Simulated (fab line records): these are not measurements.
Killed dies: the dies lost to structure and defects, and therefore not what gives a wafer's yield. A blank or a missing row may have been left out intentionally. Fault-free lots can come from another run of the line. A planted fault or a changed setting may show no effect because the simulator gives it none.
The tool behind it: which one? || flow gf180mcu || 14 lots, 42 wafers sampled, at 3 steps of a route of 602

## WHAT EACH GAUGE READ, for each wafer
GF_HV_LDD_RS_MEAS_53: measures by four-point-probe.
{"lot": "L120", "measured": "day 13 07:29", "on": "film_metro-02", "HV_LDD_RS (ohm/sq)": "418.1 417.7 418.4"}
{"lot": "L122", "measured": "day 13 15:35", "on": "film_metro-01", "HV_LDD_RS (ohm/sq)": "418.1 417.7 417.7"}
{"lot": "L121", "measured": "day 13 17:26", "on": "film_metro-02", "HV_LDD_RS (ohm/sq)": "419.3 418.4 418.1"}
{"lot": "L123", "measured": "day 13 23:40", "on": "film_metro-01", "HV_LDD_RS (ohm/sq)": "420.4 419.3 418.7"}
{"lot": "L124", "measured": "day 14 10:11", "on": "film_metro-01", "HV_LDD_RS (ohm/sq)": "417.5 417.3 418.4"}
{"lot": "L125", "measured": "day 14 12:11", "on": "film_metro-02", "HV_LDD_RS (ohm/sq)": "417.7 418.7 418.4"}
{"lot": "L127", "measured": "day 15 07:17", "on": "film_metro-01", "HV_LDD_RS (ohm/sq)": "419.0 421.4 421.0"}
{"lot": "L129", "measured": "day 15 19:17", "on": "film_metro-03", "HV_LDD_RS (ohm/sq)": "419.4 418.3 419.0"}
{"lot": "L130", "measured": "day 16 05:22", "on": "film_metro-02", "HV_LDD_RS (ohm/sq)": "417.7 417.8 417.8"}
{"lot": "L131", "measured": "day 16 09:22", "on": "film_metro-03", "HV_LDD_RS (ohm/sq)": "419.8 419.2 418.6"}
{"lot": "L133", "measured": "day 16 23:19", "on": "film_metro-01", "HV_LDD_RS (ohm/sq)": "420.1 419.2 418.8"}
{"lot": "L135", "measured": "day 17 15:07", "on": "film_metro-01", "HV_LDD_RS (ohm/sq)": "417.4 418.4 417.1"}
{"lot": "L140", "measured": "day 19 14:58", "on": "film_metro-01", "HV_LDD_RS (ohm/sq)": "421.7 420.7 422.5"}
{"lot": "L142", "measured": "day 20 00:17", "on": "film_metro-01", "HV_LDD_RS (ohm/sq)": "424.0 423.3 423.4"}

GF_CONTACT_THK_MEAS_03.
{"lot": "L120", "measured": "day 16 03:56", "on": "film_metro-03", "CONTACT_CVD_02_THK (nm)": "859 861 867"}
{"lot": "L122", "measured": "day 16 11:41", "on": "film_metro-03", "CONTACT_CVD_02_THK (nm)": "863 862 857"}
{"lot": "L121", "measured": "day 16 15:11", "on": "film_metro-01", "CONTACT_CVD_02_THK (nm)": "868 873 865"}
{"lot": "L123", "measured": "day 16 22:16", "on": "film_metro-01", "CONTACT_CVD_02_THK (nm)": "865 857 876"}
{"lot": "L124", "measured": "day 17 08:46", "on": "film_metro-02", "CONTACT_CVD_02_THK (nm)": "843 855 867"}
{"lot": "L125", "measured": "day 17 09:37", "on": "film_metro-01", "CONTACT_CVD_02_THK (nm)": "861 842 875"}
{"lot": "L127", "measured": "day 18 08:20", "on": "film_metro-03", "CONTACT_CVD_02_THK (nm)": "849 865 873"}
{"lot": "L129", "measured": "day 18 21:22", "on": "film_metro-03", "CONTACT_CVD_02_THK (nm)": "849 866 869"}
{"lot": "L130", "measured": "day 19 07:55", "on": "film_metro-02", "CONTACT_CVD_02_THK (nm)": "844 855 861"}
{"lot": "L131", "measured": "day 19 11:49", "on": "film_metro-03", "CONTACT_CVD_02_THK (nm)": "862 856 877"}
{"lot": "L133", "measured": "day 20 05:05", "on": "film_metro-02", "CONTACT_CVD_02_THK (nm)": "860 855 875"}
{"lot": "L135", "measured": "day 20 21:42", "on": "film_metro-02", "CONTACT_CVD_02_THK (nm)": "849 852 847"}
{"lot": "L140", "measured": "day 22 19:10", "on": "film_metro-01", "CONTACT_CVD_02_THK (nm)": "863 855 869"}
{"lot": "L142", "measured": "day 23 04:07", "on": "film_metro-03", "CONTACT_CVD_02_THK (nm)": "852 856 866"}

## WHAT TOOL EACH LOT RAN ON (gives the tool, then ch and the chambers of the sampled wafers, and finally the start)
{"lot": "L120", "GF_HV_LDD_IMPLANT_33": "implanter-02 ch 0, day 12 11:01"}
{"lot": "L122", "GF_HV_LDD_IMPLANT_33": "implanter-03 ch 0, day 12 18:16"}
{"lot": "L121", "GF_HV_LDD_IMPLANT_33": "implanter-03 ch 0, day 12 19:46"}
{"lot": "L123", "GF_HV_LDD_IMPLANT_33": "implanter-03 ch 0, day 13 02:15"}
{"lot": "L124", "GF_HV_LDD_IMPLANT_33": "implanter-03 ch 0, day 13 13:21"}
{"lot": "L125", "GF_HV_LDD_IMPLANT_33": "implanter-04 ch 0, day 13 14:47"}
{"lot": "L127", "GF_HV_LDD_IMPLANT_33": "implanter-04 ch 0, day 14 08:13"}
{"lot": "L129", "GF_HV_LDD_IMPLANT_33": "implanter-03 ch 0, day 14 21:25"}
{"lot": "L130", "GF_HV_LDD_IMPLANT_33": "implanter-02 ch 0, day 15 07:01"}
{"lot": "L131", "GF_HV_LDD_IMPLANT_33": "implanter-02 ch 0, day 15 11:10"}
{"lot": "L133", "GF_HV_LDD_IMPLANT_33": "implanter-02 ch 0, day 16 00:43"}
{"lot": "L135", "GF_HV_LDD_IMPLANT_33": "implanter-03 ch 0, day 16 15:02"}
{"lot": "L140", "GF_HV_LDD_IMPLANT_33": "implanter-03 ch 0, day 18 13:04"}
{"lot": "L142", "GF_HV_LDD_IMPLANT_33": "implanter-03 ch 0, day 18 22:17"}
- GF_HV_LDD_IMPLANT_33

## WHAT THE TOOLS THEMSELVES READ (means of the sampled wafers that have a number; where no wafer has one, the mark that the record gives instead)
GF_HV_LDD_IMPLANT_33.
{"lot": "L120", "tool": "implanter-02", "tilt_deg (degrees)": 30.020}
{"lot": "L122", "tool": "implanter-03", "tilt_deg (degrees)": 29.984}
{"lot": "L121", "tool": "implanter-03", "tilt_deg (degrees)": 30.009}
{"lot": "L123", "tool": "implanter-03", "tilt_deg (degrees)": 30.009}
{"lot": "L124", "tool": "implanter-03", "tilt_deg (degrees)": 29.996}
{"lot": "L125", "tool": "implanter-04", "tilt_deg (degrees)": 29.999}
{"lot": "L127", "tool": "implanter-04", "tilt_deg (degrees)": 30.012}
{"lot": "L129", "tool": "implanter-03", "tilt_deg (degrees)": 29.985}
{"lot": "L130", "tool": "implanter-02", "tilt_deg (degrees)": 30.037}
{"lot": "L131", "tool": "implanter-02", "tilt_deg (degrees)": 30.005}
{"lot": "L133", "tool": "implanter-02", "tilt_deg (degrees)": 29.995}
{"lot": "L135", "tool": "implanter-03", "tilt_deg (degrees)": 29.978}
{"lot": "L140", "tool": "implanter-03", "tilt_deg (degrees)": 29.998}
{"lot": "L142", "tool": "implanter-03", "tilt_deg (degrees)": 29.999}

## THE ANSWER, worked out from the rows above alone
Rule: the usual values come from the lots themselves. The widest of any qualifying gaps counts: lots, ordered by their means at a reading, are off when they make up no more than a third of the lots, leave a main group of 4 or more, and stand apart from it by 3 or more times the standard deviation of that group's means. Not used: any main group whose means are identical at the precision the tables above print for the reading. A lot without any number at a reading at which 4 lots or more have one is off too. All remaining lots with rows at the step are treated as sound. The gauges are gone through in route order, then the tools' own readings, and for those a lot's mean is taken as printed above. The first step at which some lot is off is used, and at that step the reading that is off furthest; a lot without a number counts as furthest.
Nothing can be told from this: no lot is off at any reading shown.

## WHAT THE SIMULATOR HAD PUT IN
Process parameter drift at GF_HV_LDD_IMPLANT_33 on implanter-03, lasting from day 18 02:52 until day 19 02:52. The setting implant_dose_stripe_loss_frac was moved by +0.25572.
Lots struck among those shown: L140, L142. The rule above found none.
